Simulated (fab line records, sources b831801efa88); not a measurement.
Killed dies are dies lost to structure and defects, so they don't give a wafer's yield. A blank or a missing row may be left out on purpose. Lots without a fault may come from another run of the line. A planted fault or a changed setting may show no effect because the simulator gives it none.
Which tool did it? | flow sky130 | 13 lots, 39 wafers sampled, at 5 steps of a route of 708

WHAT THE GAUGES READ, wafer by wafer
SKY_SD_N_OVL_MEAS_08.
lot  | measured     | on         | SD_N_OVL (nm)
L704 | day 27 16:20 | overlay-02 | 1.8 2.5 3.0
L705 | day 28 01:25 | overlay-01 | -0.1 -0.3 -1.1
L706 | day 28 13:52 | overlay-01 | 1.8 -0.7 0.4
L707 | day 28 15:58 | overlay-01 | 0.2 -1.0 -0.1
L708 | day 29 09:41 | overlay-01 | 0.9 0.2 1.6
L711 | day 30 12:02 | overlay-02 | -0.9 0.2 -0.6
L710 | day 30 13:29 | overlay-02 | 1.4 0.2 0.3
L713 | day 31 03:02 | overlay-02 | 1.8 0.5 0.5
L714 | day 32 13:59 | overlay-01 | 0.1 1.4 0.0
L718 | day 32 17:35 | overlay-01 | 0.6 0.0 0.0
L719 | day 32 20:59 | overlay-02 | 0.1 -0.4 -0.5
L723 | day 34 17:11 | overlay-02 | -0.1 -1.2 -1.2
L727 | day 35 10:59 | overlay-02 | -0.6 -0.5 0.1

SKY_SD_N_RS_MEAS_17: measures by four-point-probe.
lot  | measured     | on            | SD_P_RS (ohm/sq)
L704 | day 27 17:12 | film_metro-03 | 146.9 146.6 146.8
L705 | day 28 02:19 | film_metro-03 | 146.5 146.7 146.4
L706 | day 28 14:43 | film_metro-01 | 146.5 146.8 146.6
L707 | day 28 16:49 | film_metro-03 | 147.1 146.5 146.7
L708 | day 29 10:33 | film_metro-03 | 146.5 146.8 146.4
L711 | day 30 12:53 | film_metro-01 | 146.2 146.5 146.4
L710 | day 30 14:20 | film_metro-01 | 146.8 146.4 147.0
L713 | day 31 03:53 | film_metro-03 | 147.1 146.9 147.1
L714 | day 32 14:55 | film_metro-04 | 146.5 147.1 147.1
L718 | day 32 18:26 | film_metro-03 | 146.3 146.9 146.4
L719 | day 32 21:49 | film_metro-03 | 146.7 146.7 146.9
L723 | day 34 18:01 | film_metro-01 | 147.0 147.1 146.9
L727 | day 35 11:53 | film_metro-01 | 147.3 147.0 146.7

SKY_LI_CONTACT_RS_MEAS_22: measures by four-point-probe.
lot  | measured     | on            | LI_CONTACT_W_RS (ohm/sq)
L704 | day 28 22:52 | film_metro-04 | 0.2849 0.2841 0.2856
L705 | day 29 08:46 | film_metro-01 | 0.2868 0.2858 0.2852
L706 | day 29 20:26 | film_metro-01 | 0.2848 0.2836 0.2848
L707 | day 29 21:59 | film_metro-03 | 0.2853 0.2861 0.2861
L708 | day 30 15:51 | film_metro-01 | 0.2842 0.2863 0.2888
L711 | day 31 17:59 | film_metro-03 | 0.2856 0.2867 0.2844
L710 | day 31 19:31 | film_metro-04 | 0.2884 0.2879 0.2873
L713 | day 32 08:37 | film_metro-04 | 0.2820 0.2851 0.2828
L714 | day 33 19:43 | film_metro-03 | 0.2839 0.2820 0.2853
L718 | day 33 22:45 | film_metro-01 | 0.2784 0.2783 0.2793 0.2789 0.2787 0.2797
L719 | day 34 01:37 | film_metro-03 | 0.2816 0.2837 0.2813 0.2813 0.2839 0.2812
L723 | day 35 22:09 | film_metro-01 | 0.2797 0.2813 0.2815
L727 | day 36 16:05 | film_metro-04 | 0.2857 0.2891 0.2861

SKY_LOCAL_INTERCONNECT_RS_MEAS_01: measures by four-point-probe.
lot  | measured     | on            | LOCAL_INTERCONNECT_TIN_RS (ohm/sq)
L704 | day 28 23:24 | film_metro-02 | 14.28 14.20 14.27
L705 | day 29 09:19 | film_metro-01 | 14.15 14.00 14.14
L706 | day 29 20:59 | film_metro-02 | 14.21 14.26 14.34
L707 | day 29 22:32 | film_metro-03 | 14.00 13.94 13.91
L708 | day 30 16:23 | film_metro-02 | 14.02 14.02 14.09
L711 | day 31 18:31 | film_metro-03 | 14.40 14.29 14.39
L710 | day 31 20:03 | film_metro-03 | 14.06 14.04 14.00
L713 | day 32 09:09 | film_metro-03 | 14.09 14.06 14.04
L714 | day 33 20:15 | film_metro-02 | 14.16 14.30 14.13
L718 | day 34 05:20 | film_metro-01 | 13.86 13.95 13.89
L719 | day 34 02:27 | film_metro-01 | 14.09 13.92 13.94
L723 | day 35 22:41 | film_metro-01 | 14.13 14.06 14.16
L727 | day 36 16:37 | film_metro-02 | 13.97 13.93 14.03

WHICH TOOL RAN EACH LOT (tool, then ch and the chambers of the sampled wafers, then the start)
lot  | SKY_LI_CONTACT_SPUTTER_20
L704 | pvd_sputter-04, day 28 22:39
L705 | pvd_sputter-03, day 29 08:35
L706 | pvd_sputter-01, day 29 20:15
L707 | pvd_sputter-03, day 29 21:48
L708 | pvd_sputter-03, day 30 15:37
L711 | pvd_sputter-01, day 31 17:46
L710 | pvd_sputter-03, day 31 19:18
L713 | pvd_sputter-01, day 32 08:24
L714 | pvd_sputter-03, day 33 19:28
L718 | pvd_sputter-03, day 33 22:25
L719 | pvd_sputter-03, day 34 01:26
L723 | pvd_sputter-04, day 35 21:58
L727 | pvd_sputter-01, day 36 15:52
- SKY_LI_CONTACT_SPUTTER_20: material TiN, target thk 20 nm, time 80 s.

WHAT THE TOOLS THEMSELVES READ (means of the sampled wafers that have a number; where no wafer has one, the mark that the record gives instead)
SKY_LI_CONTACT_SPUTTER_20.
lot  | tool           | throttle_valve_pct (%)
L704 | pvd_sputter-04 | 30.0
L705 | pvd_sputter-03 | 30.0
L706 | pvd_sputter-01 | 30.4
L707 | pvd_sputter-03 | 29.6
L708 | pvd_sputter-03 | 29.9
L711 | pvd_sputter-01 | 30.6
L710 | pvd_sputter-03 | 30.4
L713 | pvd_sputter-01 | 30.3
L714 | pvd_sputter-03 | 30.5
L718 | pvd_sputter-03 | 29.9
L719 | pvd_sputter-03 | 29.9
L723 | pvd_sputter-04 | 29.9
L727 | pvd_sputter-01 | 30.7

THE ANSWER, worked out from the rows above alone
Rule: what is usual is taken from the lots themselves. Put in order of their means at a reading, lots are off if they are a third of the lots or fewer, leave a main group of 4 or more, and stand apart from it by a gap of 3 or more times the standard deviation of the main group's means; of several such gaps the widest counts. A main group whose means are all the same, to the digits that the tables above print for the reading, isn't used. A lot without any number at a reading at which 4 lots or more have one is off too. The other lots that the step has rows for count as sound. The gauges are gone through in route order, then the tools' own readings, and for those a lot's mean is taken as printed above. The first step at which some lot is off is used, and at that step the reading that is off furthest; a lot without a number counts as furthest.
No lot is off at any reading shown: from this, nothing can be told.

WHAT THE SIMULATOR HAD PUT IN
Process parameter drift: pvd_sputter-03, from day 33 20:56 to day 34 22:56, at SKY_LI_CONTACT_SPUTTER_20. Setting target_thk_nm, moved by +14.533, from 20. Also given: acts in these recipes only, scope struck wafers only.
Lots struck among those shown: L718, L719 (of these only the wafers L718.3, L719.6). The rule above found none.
